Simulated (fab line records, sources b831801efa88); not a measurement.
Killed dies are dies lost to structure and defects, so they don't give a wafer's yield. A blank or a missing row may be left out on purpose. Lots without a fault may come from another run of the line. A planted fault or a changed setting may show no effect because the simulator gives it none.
fab line records | flow sfq_line
record lots=14 wafers=42 last_day=91
route steps=325 shown M2@99 R5@223 I5@236 M6@261
lots that met no fault: from a run of the same line without faults
start_h: hours from the record's first day to the start of the lot's first wafer shown | wait_h: hours since the lot's step before | " the same as in the row above | L1.1+2: a row that stands for several wafers | - no value, or no start given | * or withheld: withheld | < > ~ a bound
route shown NAME@n: a module of which the file shows steps, and the number in the route of the first | usual: mean/standard deviation of fault-free wafers | same: alike in all rows | chamber/n: place in a boat | sites: the reading at each site | _std_site: their standard deviation | _edge_site: outer sites' mean less inner sites' | radius_mm: how far each site lies from the wafer's centre | mask NAME#n: copy n | behind: the tool/chamber that last shaped the wafer | hold: why the lot was held/for how many hours/how that ended | device: the transistor (n, p or np) that didn't switch | end of line: the same wafers' tests at the end of the route | a step without rows: its recipe alone | killed: dies lost to structure and defects at the first sort, not the wafer's yield | map: a wafer's dies, x killed, . not, _ none there
set.NAME: the setting as run; set.NAME@STEP: as run at that earlier step | model.NAME: the simulator's own value behind a step, which no gauge read
steps of the route over a sample of lots; a table a step, a row a wafer
services: from which hour (start_h, from the record's first day; less than 0 if before it) a tool's chamber was out of use, for how many hours, and why
## steps
# step SFQ_TRILAYER_M2_BARC_OPEN_METAL_ETCH_077
# recipe mask_material=PR chemistry=O2 target_depth_nm=125 target=BARC icp_w=600 bias_w=80 pressure_mtorr=10 time_s=41.7
# usual bias_w=80.02/0.24 drypump_motor_current_A=6.0/0.41 oes_product_au=0.685/0.0044
# same time_s=41.7
# columns lot.wafer tool chamber start_h wait_h bias_w drypump_motor_current_A oes_product_au rf_hours_counter_h
L718.3 rie_metal-03 0 558.84 0.0 79.96 6.1 0.676 -
L718.4 " 1 " " 79.96 6.0 0.686 -
L718.6 " 1 " " 79.53 6.0 0.681 -
L719.2 rie_metal-01 1 565.10 0.0 80.10 5.9 0.684 115
L719.3 " 1 " " 80.19 5.9 0.690 -
L719.5 " 0 " " 80.55 6.5 0.685 -
L720.1 rie_metal-01 1 570.90 0.0 80.07 5.9 0.675 116
L720.3 " 1 " " 79.98 5.9 0.684 -
L720.4 " 0 " " 80.47 6.5 0.691 -
L721.2 rie_metal-01 1 573.59 0.0 80.39 5.9 0.681 117
L721.5 " 1 " " 80.42 5.9 0.675 -
L721.6 " 0 " " 80.25 6.5 0.680 -
L722.1 rie_metal-04 1 576.59 0.0 79.97 5.8 0.686 37
L722.2 " 0 " " 80.09 5.1 0.685 127
L722.4 " 0 " " 80.25 5.1 0.688 -
L723.1 rie_metal-04 1 578.99 0.0 79.70 5.8 0.686 37
L723.3 " 1 " " 79.95 5.8 0.689 -
L723.4 " 0 " " 80.14 5.1 0.679 -
L725.4 rie_metal-01 1 587.27 0.0 80.20 5.9 0.685 -
L725.5 " 0 " " 80.12 6.5 0.690 -
L725.6 " 1 " " 80.05 5.9 0.687 -
L726.3 rie_metal-01 0 633.27 0.0 79.85 6.4 0.677 -
L726.4 " 1 " " 79.85 5.9 0.689 -
L726.6 " 1 " " 79.80 5.9 0.685 -
L730.2 rie_metal-01 0 861.60 0.0 80.24 6.5 0.689 62
L730.3 " 0 " " 80.15 6.5 0.684 -
L730.6 " 1 " " 80.27 5.9 0.685 -
L733.3 rie_metal-01 1 913.39 0.0 79.79 5.9 0.683 -
L733.5 " 1 " " 79.87 5.9 0.691 -
L733.6 " 0 " " 80.15 6.4 0.680 -
L736.2 rie_metal-04 0 931.13 0.0 79.72 5.1 0.688 34
L736.4 " 1 " " 79.86 5.8 0.682 -
L736.5 " 1 " " 79.88 5.8 0.678 -
L738.1 rie_metal-03 0 940.77 0.0 80.01 6.1 0.686 11
L738.5 " 0 " " 80.00 6.1 0.684 -
L738.6 " 1 " " 79.94 6.0 0.682 -
L740.1 rie_metal-03 0 953.00 0.0 80.17 6.1 0.691 12
L740.2 " 1 " " 79.90 6.0 0.692 97
L740.3 " 1 " " 80.10 6.0 0.682 -
L741.1 rie_metal-04 0 954.20 0.0 80.36 5.1 0.676 38
L741.3 " 1 " " 80.33 5.8 0.685 -
L741.5 " 0 " " 80.10 5.1 0.682 -
# step SFQ_R5_OVL_MEAS_935
# usual R5_OVL=0/5.7
# columns lot.wafer tool chamber start_h wait_h R5_OVL[nm]
L718.3 overlay-02 - 1335.45 0.1 4
L718.4 " - " " -10
L718.6 " - " " -1
L719.2 overlay-02 - 1336.64 0.1 1
L719.3 " - " " -2
L719.5 " - " " -3
L720.1 overlay-02 - 1342.63 0.1 -1
L720.3 " - " " 5
L720.4 " - " " -6
L721.2 overlay-01 - 1354.76 0.1 -2
L721.5 " - " " 7
L721.6 " - " " 2
L722.1 overlay-01 - 1369.28 0.1 -1
L722.2 " - " " -3
L722.4 " - " " 0
L723.1 overlay-02 - 1371.68 0.1 -1
L723.3 " - " " -3
L723.4 " - " " -1
L725.4 overlay-02 - 1387.43 0.1 10
L725.5 " - " " 3
L725.6 " - " " 13
L726.3 overlay-01 - 1406.62 0.1 -2
L726.4 " - " " -8
L726.6 " - " " -10
L730.2 overlay-02 - 1453.09 0.1 -5
L730.3 " - " " 4
L730.6 " - " " 0
L733.3 overlay-01 - 1479.50 0.1 -1
L733.5 " - " " -3
L733.6 " - " " -1
L736.2 overlay-02 - 1512.14 0.1 -9
L736.4 " - " " -5
L736.5 " - " " 8
L738.1 overlay-02 - 1522.73 0.1 -4
L738.5 " - " " -3
L738.6 " - " " 1
L740.1 overlay-01 - 1554.94 0.1 9
L740.2 " - " " 8
L740.3 " - " " 9
L741.1 overlay-01 - 1557.34 0.1 0
L741.3 " - " " 6
L741.5 " - " " 2
# step SFQ_TRILAYER_I5_BARC_OPEN_VIA_ETCH_200
# recipe mask_material=PR chemistry=O2 target_depth_nm=125 target=BARC source_w=500 bias_w=80 pressure_mtorr=30 time_s=41.7
# usual bias_w=80.01/0.25 drypump_motor_current_A=5.6/0.4 oes_product_au=0.684/0.0045
# same time_s=41.7
# columns lot.wafer tool chamber start_h wait_h bias_w drypump_motor_current_A oes_product_au rf_hours_counter_h
L718.3 rie_diel-04 2 1465.12 0.0 79.90 5.0 0.689 10
L718.4 " 1 " " 79.43 6.0 0.684 14
L718.6 " 1 " " 79.71 5.9 0.683 -
L719.2 rie_diel-02 1 1467.52 0.0 79.92 6.0 0.687 14
L719.3 " 0 " " 79.63 5.1 0.678 13
L719.5 " 2 " " 80.41 6.1 0.682 -
L720.1 rie_diel-03 2 1473.52 0.0 80.04 5.7 0.684 4
L720.3 " 3 " " 80.28 6.0 0.688 4
L720.4 " 0 " " 79.87 5.1 0.681 9
L721.2 rie_diel-03 1 1484.32 0.0 80.01 5.9 0.687 16
L721.5 " 3 " " 80.02 6.0 0.686 -
L721.6 " 2 " " 80.34 5.8 0.689 -
L722.1 rie_diel-04 2 1497.52 0.0 80.05 5.0 0.680 11
L722.2 " 3 " " 80.47 5.7 0.682 15
L722.4 " 1 " " 80.08 6.0 0.684 15
L723.1 rie_diel-02 3 1501.37 0.0 80.00 5.4 0.682 13
L723.3 " 1 " " 79.73 6.0 0.689 15
L723.4 " 2 " " 80.09 6.1 0.690 16
L725.4 rie_diel-02 3 1517.12 0.0 80.27 5.4 0.677 14
L725.5 " 2 " " 79.51 6.1 0.689 -
L725.6 " 3 " " 79.84 5.4 0.680 -
L726.3 rie_diel-03 3 1533.82 0.0 79.89 6.0 0.679 5
L726.4 " 1 " " 80.11 5.8 0.683 17
L726.6 " 2 " " 80.01 5.7 0.673 -
L730.2 rie_diel-03 0 1565.78 0.0 79.93 5.2 0.681 11
L730.3 " 3 " " 89.58 6.0 0.688 6
L730.6 " 0 " " 79.98 5.2 0.687 -
L733.3 rie_diel-03 0 1592.64 0.0 79.65 5.1 0.690 11
L733.5 " 2 " " 80.04 5.7 0.685 -
L733.6 " 3 " " 89.51 6.0 0.682 -
L736.2 rie_diel-04 1 1627.76 0.0 79.92 6.0 0.677 17
L736.4 " 1 " " 80.28 6.0 0.680 -
L736.5 " 2 " " 79.96 5.0 0.684 -
L738.1 rie_diel-02 1 1638.56 0.0 80.24 6.0 0.684 17
L738.5 " 1 " " 80.40 6.1 0.677 -
L738.6 " 0 " " 79.97 5.1 0.681 -
L740.1 rie_diel-03 2 1660.16 0.0 80.62 5.7 0.678 7
L740.2 " 1 " " 79.89 5.8 0.685 18
L740.3 " 3 " " 80.23 6.0 0.691 7
L741.1 rie_diel-03 0 1663.76 0.0 80.14 5.2 0.686 12
L741.3 " 1 " " 79.79 5.8 0.680 19
L741.5 " 3 " " 79.88 6.0 0.687 -
# step SFQ_M6_OVL_MEAS_940
# usual M6_OVL=2/4.7
# columns lot.wafer tool chamber start_h wait_h M6_OVL[nm]
L718.3 overlay-02 - 1686.69 0.1 9
L718.4 " - " " 8
L718.6 " - " " 10
L719.2 overlay-02 - 1688.52 0.1 -2
L719.3 " - " " -4
L719.5 " - " " -1
L720.1 overlay-01 - 1693.12 0.1 7
L720.3 " - " " 5
L720.4 " - " " 2
L721.2 overlay-02 - 1709.92 0.1 2
L721.5 " - " " -2
L721.6 " - " " 6
L722.1 overlay-01 - 1717.12 0.1 1
L722.2 " - " " -2
L722.4 " - " " 2
L723.1 overlay-01 - 1720.72 0.1 6
L723.3 " - " " 6
L723.4 " - " " 2
L725.4 overlay-01 - 1731.53 0.1 3
L725.5 " - " " 0
L725.6 " - " " 0
L726.3 overlay-01 - 1755.65 0.1 15
L726.4 " - " " 17
L726.6 " - " " 12
L730.2 overlay-01 - 1781.72 0.1 -1
L730.3 " - " " 3
L730.6 " - " " -2
L733.3 overlay-02 - 1814.13 0.1 -7
L733.5 " - " " -3
L733.6 " - " " -8
L736.2 overlay-02 - 1846.52 0.1 10
L736.4 " - " " 8
L736.5 " - " " 5
L738.1 overlay-01 - 1857.47 0.1 5
L738.5 " - " " -1
L738.6 " - " " 0
L740.1 overlay-02 - 1873.20 0.1 -1
L740.2 " - " " -2
L740.3 " - " " 3
L741.1 overlay-02 - 1880.40 0.1 6
L741.3 " - " " 3
L741.5 " - " " 6
## services
# columns tool chamber start_h hours kind
rie_diel-02 - 535.73 0.5 repair
rie_diel-02 3 598.52 12.4 repair
rie_diel-03 2 704.23 4.7 repair
rie_diel-03 1 728.98 40.1 repair
rie_diel-03 3 729.75 2.8 repair
rie_metal-01 0 741.76 4.3 repair
rie_metal-01 1 814.38 6.8 repair
rie_diel-03 3 921.76 18.6 repair
rie_metal-01 - 979.78 0.8 repair
rie_metal-01 - 1002.77 28.1 pm
rie_diel-03 - 1038.51 14.6 pm
rie_metal-01 - 1103.14 1.4 pm
rie_metal-01 - 1140.41 2.8 pm
rie_diel-03 3 1148.17 6.1 repair
rie_diel-03 2 1166.11 5.1 repair
rie_diel-03 - 1268.17 2.0 repair
rie_metal-01 - 1272.33 0.2 repair
rie_diel-03 - 1420.58 2.8 pm
rie_diel-03 0 1476.27 4.2 repair
rie_diel-03 2 1547.62 4.4 repair
rie_diel-03 - 1574.47 10.0 pm
rie_diel-03 2 1613.17 9.6 repair
rie_diel-03 3 1635.01 4.2 repair
rie_diel-03 0 1660.01 1.9 repair
## key
first_sign step=SFQ_TRILAYER_I5_BARC_OPEN_VIA_ETCH_200 reading=bias_w direction=up sigmas=39 usual=80.01 struck=89.54
effect none on later readings
met_at SFQ_TRILAYER_I5_BARC_OPEN_VIA_ETCH_200
struck_lots L730,L733
struck_wafers L730.3,L733.6
not_acting_at SFQ_TRILAYER_M2_BARC_OPEN_METAL_ETCH_077,SFQ_R5_OVL_MEAS_935,SFQ_M6_OVL_MEAS_940
onset_between 1533.82 1565.78
fault kind=process_parameter_drift tool=rie_diel-03 chamber=3 onset_h=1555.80 steps=SFQ_TRILAYER_I5_BARC_OPEN_VIA_ETCH_200 channel=bias_w offset=9.708 shape=step end_h=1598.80 acts_in=these_recipes_only stated=80
